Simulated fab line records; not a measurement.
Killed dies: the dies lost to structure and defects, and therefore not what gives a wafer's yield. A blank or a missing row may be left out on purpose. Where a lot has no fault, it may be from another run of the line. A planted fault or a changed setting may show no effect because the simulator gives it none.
Matching of chambers ; flow gf180mcu ; GF_PASSIVATION_CVD_00 on pecvd-02: 3 sister chambers
The step deposits SiO2 from TEOS, target thk 1000 nm, time 111.95 s. 6 wafers are shown with their chamber, then 7 later ones without.

EACH WAFER AND ITS CHAMBER
wafer;chamber;heater power w (W)
L765.2;2;697
L766.2;0;526
L766.4;0;549
L766.6;1;522
L768.2;1;501
L768.5;2;757

WAFERS MISSING THEIR CHAMBER
wafer;heater power w (W)
L768.6;551
L769.1;707
L769.2;515
L769.5;581
L772.1;731
L772.3;443
L772.6;759

EACH ONE'S CHAMBER
wafer;from the rows above;in truth
L768.6;can't be placed: 0 or 1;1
L769.1;2;2
L769.2;can't be placed: 1 or 0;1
L769.5;can't be placed: 0 or 1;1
L772.1;2;2
L772.3;can't be placed: 1 or 0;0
L772.6;2;2
Correctly placed: 3 of 7. Can't be placed from these rows: 4 (the true chamber is among the candidates in 4). Placed wrongly: 0.
How it was worked out, from the rows above alone: a wafer's distance from a chamber is the root of the sum, over the readings, of the square of ((its reading less the chamber's mean) divided by the reading's scatter). The wafer belongs to the nearest chamber; if the next one is less than 2 further off, it can't be placed. A chamber's mean is the mean of its shown wafers. The scatter: take each reading less its chamber's mean, square it, sum over the shown wafers, divide by the number of wafers less the number of chambers, and take the root.
